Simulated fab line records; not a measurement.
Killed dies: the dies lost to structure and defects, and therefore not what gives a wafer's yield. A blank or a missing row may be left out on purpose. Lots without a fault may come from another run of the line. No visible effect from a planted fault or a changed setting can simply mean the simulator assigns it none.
Which of the tools did it? ; flow sky130 ; Sampling: 11 lots, 33 wafers, 5 of 708 route steps

WHAT THE GAUGES READ, wafer by wafer
SKY_VIA2_THK_MEAS_01.
lot;measured;on;VIA2_HDPCVD_THK (nm)
L879;day 35 22:16;filmMetro-03;1185 1182 1194
L883;day 37 00:01;filmMetro-01;1193 1197 1202
L884;day 37 05:31;filmMetro-02;1187 1184 1184
L885;day 37 07:24;filmMetro-02;1193 1179 1179
L886;day 37 12:54;filmMetro-03;1187 1181 1159
L887;day 37 19:46;filmMetro-01;1181 1154 1169
L888;day 38 05:53;filmMetro-02;1183 1188 1168
L889;day 38 13:27;filmMetro-01;1190 1172 1196
L890;day 38 16:30;filmMetro-03;1160 1152 1154
L891;day 39 05:31;filmMetro-01;1202 1191 1157
L892;day 39 08:43;filmMetro-03;1190 1184 1172

SKY_VIA3_BOW_MEAS_03.
lot;measured;on;VIA3_BOW (um)
L879;day 39 06:41;filmMetro-03;77 73 78
L883;day 40 07:17;filmMetro-04;78 79 67
L884;day 40 13:17;filmMetro-02;91 86 75
L885;day 40 15:07;filmMetro-04;78 78 78
L886;day 40 19:52;filmMetro-03;68 77 71
L887;day 41 02:29;filmMetro-03;76 67 70
L888;day 41 13:01;filmMetro-03;85 93 94
L889;day 41 19:57;filmMetro-02;93 95 90
L890;day 41 23:25;filmMetro-03;78 82 65
L891;day 42 11:07;filmMetro-04;86 87 80
L892;day 42 14:11;filmMetro-03;79 74 69

EACH LOT AND THE TOOL THAT RAN IT (in order: tool; ch and the chambers of the sampled wafers; start)
lot;SKY_METAL3_SPUTTER_04;SKY_METAL3_METAL_ETCH_18;SKY_METAL3_STRIP_19
L879;pvdSputter-04, day 37 01:52;rieMetal-02 ch 0,1, day 39 05:23;plasmaAsher-04 ch 0,1, day 39 05:32
L883;pvdSputter-02, day 38 03:50;rieMetal-01 ch 0,1, day 40 05:53;plasmaAsher-03 ch 0,1, day 40 06:08
L884;pvdSputter-02, day 38 09:27;rieMetal-02 ch 0,1, day 40 12:00;plasmaAsher-04 ch 0,1, day 40 12:09
L885;pvdSputter-02, day 38 10:49;rieMetal-02 ch 0,1, day 40 13:47;plasmaAsher-04 ch 0,1, day 40 13:58
L886;pvdSputter-02, day 38 16:31;rieMetal-03 ch 0,1, day 40 18:32;plasmaAsher-04 ch 0, day 40 18:43
L887;pvdSputter-04, day 38 22:52;rieMetal-01 ch 0,1, day 41 01:11;plasmaAsher-04 ch 0, day 41 01:21
L888;pvdSputter-04, day 39 08:51;rieMetal-01 ch 0,1, day 41 11:17;plasmaAsher-01 ch 0,1, day 41 11:28
L889;pvdSputter-04, day 39 17:22;rieMetal-01 ch 0,1, day 41 18:31;plasmaAsher-04 ch 0,1, day 41 18:40
L890;pvdSputter-02, day 39 20:01;rieMetal-03 ch 0,1, day 41 22:08;plasmaAsher-03 ch 0,1, day 41 22:18
L891;pvdSputter-02, day 40 08:18;rieMetal-01 ch 0,1, day 42 09:48;plasmaAsher-03 ch 0,1, day 42 09:59
L892;pvdSputter-02, day 40 11:38;rieMetal-03 ch 0,1, day 42 12:55;plasmaAsher-01 ch 0,1, day 42 13:04
- SKY_METAL3_SPUTTER_04: material TiN, target thk 70 nm, time 58.3 s.
- SKY_METAL3_METAL_ETCH_18: etches the open film in Cl2/BCl3, stops on SiO2, target depth 845 nm, time 183.1 s.
- SKY_METAL3_STRIP_19: strips in O2/N2.

WHAT THE TOOLS THEMSELVES READ (means of the sampled wafers that have a number; where no wafer has one, the mark that the record gives instead)
SKY_METAL3_SPUTTER_04.
lot;tool;throttleValvePct (%)
L879;pvdSputter-04;30.2
L883;pvdSputter-02;29.4
L884;pvdSputter-02;29.7
L885;pvdSputter-02;30.0
L886;pvdSputter-02;30.2
L887;pvdSputter-04;29.3
L888;pvdSputter-04;29.3
L889;pvdSputter-04;29.4
L890;pvdSputter-02;29.6
L891;pvdSputter-02;29.7
L892;pvdSputter-02;29.5

SKY_METAL3_METAL_ETCH_18.
lot;tool;chamberPressureMTorr (mTorr);drypumpMotorCurrentA (A);heBacksideLeakSccm (sccm);oesProductAu (a.u.);throttleValvePct (%)
L879;rieMetal-02;9.989;5.7;3.30;0.875;22.261
L883;rieMetal-01;10.001;5.5;3.32;0.867;22.265
L884;rieMetal-02;9.991;5.6;3.35;0.868;22.260
L885;rieMetal-02;10.000;5.7;3.24;0.862;22.264
L886;rieMetal-03;9.994;5.4;3.21;0.865;22.271
L887;rieMetal-01;9.999;5.5;3.37;0.871;22.274
L888;rieMetal-01;10.001;5.5;3.43;0.863;22.256
L889;rieMetal-01;9.992;5.4;3.34;0.863;22.266
L890;rieMetal-03;10.001;5.8;3.13;0.868;22.270
L891;rieMetal-01;10.005;5.5;3.40;0.870;22.263
L892;rieMetal-03;9.997;5.4;3.08;0.876;22.260

SKY_METAL3_STRIP_19.
lot;tool;chamberPressureMTorr (mTorr);drypumpMotorCurrentA (A);oesProductAu (a.u.);stripTimeToEndpointS (s)
L879;plasmaAsher-04;1500.2;5.61;0.497;6.48
L883;plasmaAsher-03;1501.7;5.63;0.504;6.58
L884;plasmaAsher-04;1500.7;5.53;0.499;6.49
L885;plasmaAsher-04;1500.3;5.51;0.500;6.45
L886;plasmaAsher-04;1499.4;5.66;0.503;6.55
L887;plasmaAsher-04;1499.5;5.67;0.508;6.61
L888;plasmaAsher-01;1498.5;5.80;0.506;6.58
L889;plasmaAsher-04;1500.4;5.51;0.503;6.64
L890;plasmaAsher-03;1498.9;5.67;0.499;6.47
L891;plasmaAsher-03;1500.1;5.69;0.507;6.67
L892;plasmaAsher-01;1498.3;5.82;0.502;6.47

THE ANSWER, worked out from the rows above alone
Rule: the lots themselves supply what counts as usual. Put in order of their means at a reading, lots are off if they are a third of the lots or fewer, leave a main group of 4 or more, and stand apart from it by a gap of 3 or more times the standard deviation of the main group's means; of several such gaps the widest counts. Not used: any main group whose means are identical at the precision the tables above print for the reading. Also off: a lot with no number at a reading for which 4 or more lots have one. Where the step has rows for the other lots, those lots are counted as sound. The gauges are gone through in route order, then the tools' own readings, and for those a lot's mean is taken as printed above. The first step at which some lot is off is used, and at that step the reading that is off furthest; a lot without a number counts as furthest.
No lot is off at any reading shown: from this, nothing can be told.

WHAT THE SIMULATOR HAD INSERTED
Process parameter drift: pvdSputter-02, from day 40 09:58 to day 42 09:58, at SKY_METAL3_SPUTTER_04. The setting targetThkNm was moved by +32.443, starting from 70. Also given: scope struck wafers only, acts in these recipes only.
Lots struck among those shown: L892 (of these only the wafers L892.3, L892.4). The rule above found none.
